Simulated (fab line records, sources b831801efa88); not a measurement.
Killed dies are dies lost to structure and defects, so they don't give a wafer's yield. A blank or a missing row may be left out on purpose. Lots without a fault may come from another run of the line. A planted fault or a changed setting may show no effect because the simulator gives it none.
Tool commonality check | flow sky130 | 12 lots, 36 wafers sampled

WHY IT WAS OPENED
At SKY_LDD_HVP_TW_MEAS_10 the reading LDD_HVP_TW is flagged on 2 of 12 lots. Wafers without a fault read 458.4, standard deviation 2.
Rule: a lot is flagged when every wafer of it that has a number lies more than 4 standard deviations from that mean, or none has a number. The other lots count as sound.

lot  | measured     | on            | LDD_HVP_TW, wafer by wafer | flag
L282 | day 21 20:35 | film_metro-01 | 456.9 457.3 456.4          |
L284 | day 22 17:26 | film_metro-01 | 457.3 456.9 456.6          |
L285 | day 23 05:11 | film_metro-04 | 457.3 457.4 455.8          |
L286 | day 23 19:37 | film_metro-03 | 458.9 458.0 454.2          |
L288 | day 24 12:26 | film_metro-01 | 461.7 461.6 460.0          |
L290 | day 25 01:50 | film_metro-03 | 457.6 458.5 460.2          |
L291 | day 25 09:50 | film_metro-04 | 459.6 458.3 461.2          |
L299 | day 28 01:28 | film_metro-03 | 713.0 719.0 716.1          | FLAGGED
L300 | day 28 11:59 | film_metro-03 | 457.2 456.8 458.4          |
L301 | day 28 16:59 | film_metro-04 | 721.2 720.0 722.5          | FLAGGED
L303 | day 29 11:23 | film_metro-01 | 461.3 459.4 460.4          |
L304 | day 29 20:02 | film_metro-01 | 461.5 460.5 460.9          |
The numbers of the flagged lots are 718.6 on average: +260.2 against the usual, or +99 or more standard deviations.

WHICH TOOL RAN EACH LOT
The record holds 1 process step before the reading, out of a route of 708 steps. In each cell: the tool, then ch and the chambers that the sampled wafers went through, then the start.
lot  | flag    | SKY_LDD_HVP_IMPLANT_08
L282 |         | implanter-02 ch 0, day 21 20:20
L284 |         | implanter-02 ch 0, day 22 17:11
L285 |         | implanter-03 ch 0, day 23 04:57
L286 |         | implanter-03 ch 0, day 23 19:22
L288 |         | implanter-02 ch 0, day 24 12:11
L290 |         | implanter-03 ch 0, day 25 01:36
L291 |         | implanter-03 ch 0, day 25 09:35
L299 | FLAGGED | implanter-02 ch 0, day 28 01:13
L300 |         | implanter-03 ch 0, day 28 11:44
L301 | FLAGGED | implanter-02 ch 0, day 28 16:44
L303 |         | implanter-03 ch 0, day 29 11:08
L304 |         | implanter-01 ch 0, day 29 19:48
What these steps do:
- SKY_LDD_HVP_IMPLANT_08
- SKY_LDD_HVP_TW_MEAS_10

FLAGGED OVER TOTAL, TOOL BY TOOL (the gauges that took the reading come last)
step                   | tool          | lots run | flagged | share of the flagged lots | sound lots run after its first flagged lot
SKY_LDD_HVP_IMPLANT_08 | implanter-01  | 1        | 0       | none                      | -
SKY_LDD_HVP_IMPLANT_08 | implanter-02  | 5        | 2       | all                       | 0
SKY_LDD_HVP_IMPLANT_08 | implanter-03  | 6        | 0       | none                      | -
SKY_LDD_HVP_TW_MEAS_10 | film_metro-01 | 5        | 0       | none                      | -
SKY_LDD_HVP_TW_MEAS_10 | film_metro-03 | 4        | 1       | some                      | 1 (L300)
SKY_LDD_HVP_TW_MEAS_10 | film_metro-04 | 3        | 1       | some                      | 0

WHAT THE TABLE ALLOWS
1 row of the table ran every flagged lot: implanter-02 at SKY_LDD_HVP_IMPLANT_08.
- implanter-02 at SKY_LDD_HVP_IMPLANT_08: 2 of its 5 lots flagged. Its last sound lot is L288 (day 24 12:11), its first flagged lot L299 (day 28 01:13): a fault that began between those two fits. Its own readings lie more than 4 standard deviations out on every wafer of the flagged lots: dose_ions_cm2, faraday_current_uA.
One tool is left: implanter-02 at SKY_LDD_HVP_IMPLANT_08.

WHAT THE SIMULATOR HAD PUT IN
Process parameter drift: implanter-02, from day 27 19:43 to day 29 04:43, at SKY_LDD_HVP_IMPLANT_08. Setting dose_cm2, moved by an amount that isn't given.
Lots struck among those shown: L299, L301. The rule above found the same.
